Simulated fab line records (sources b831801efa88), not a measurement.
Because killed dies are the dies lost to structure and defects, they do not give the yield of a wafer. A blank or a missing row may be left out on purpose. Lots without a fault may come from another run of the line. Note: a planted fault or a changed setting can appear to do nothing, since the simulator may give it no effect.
Chamber matching | flow sky130 | SKY_SPACER_ETCHBACK_02 on rie-diel-02 has 4 sister chambers
The step etches Si3N4 in CH3F/O2, stops on SiO2, time 46.7 s, target depth 45 nm. 8 wafers are shown with their chamber, then 11 later ones without.

WAFERS WITH THEIR CHAMBER
wafer  | chamber | drypump-motor-current-A (A) | rf-fwd-power-W (W)
L075.2 | 0       | 6.0                         | 396.5
L079.1 | 0       | 6.0                         | 397.7
L085.2 | 2       | 6.0                         | 396.7
L085.5 | 2       | 5.9                         | 395.9
L084.2 | 1       | 5.7                         | 396.1
L084.4 | 3       | 5.6                         | 394.6
L084.5 | 1       | 5.7                         | 395.8
L086.1 | 3       | 5.6                         | 394.1

WAFERS WHOSE CHAMBER IS MISSING
wafer  | drypump-motor-current-A (A) | rf-fwd-power-W (W)
L086.2 | 5.9                         | 397.0
L086.6 | 5.9                         | 399.7
L091.1 | 6.0                         | 396.9
L091.4 | 5.6                         | 395.3
L091.5 | 6.0                         | 396.6
L095.1 | 6.0                         | 397.7
L095.3 | 5.5                         | 395.6
L095.6 | 6.0                         | 395.6
L096.1 | 6.0                         | 398.1
L096.2 | 5.9                         | 397.1
L096.5 | 6.0                         | 396.4

THE CHAMBER EACH PASSED THROUGH
wafer  | from the rows above     | in truth
L086.2 | can't be placed: 2 or 0 | 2
L086.6 | can't be placed: 0 or 2 | 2
L091.1 | can't be placed: 0 or 2 | 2
L091.4 | can't be placed: 3 or 1 | 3
L091.5 | can't be placed: 0 or 2 | 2
L095.1 | can't be placed: 0 or 2 | 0
L095.3 | 3                       | 3
L095.6 | can't be placed: 2 or 0 | 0
L096.1 | can't be placed: 0 or 2 | 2
L096.2 | can't be placed: 2 or 0 | 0
L096.5 | can't be placed: 0 or 2 | 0
Correctly placed: 1 of 11. Not placeable from these rows: 10 (in 10, the candidates include the true chamber). 0 placed wrongly.
How it was worked out, from the rows above alone: a wafer's distance from a chamber is the root of the sum, over the readings, of the square of ((its reading less the chamber's mean) divided by the reading's scatter). The wafer belongs to the nearest chamber; if the next one is less than 2 further off, it can't be placed. For every chamber, the mean is computed from those of its wafers that are shown. The scatter: take each reading less its chamber's mean, square it, sum over the shown wafers, divide by the number of wafers less the number of chambers, and take the root.
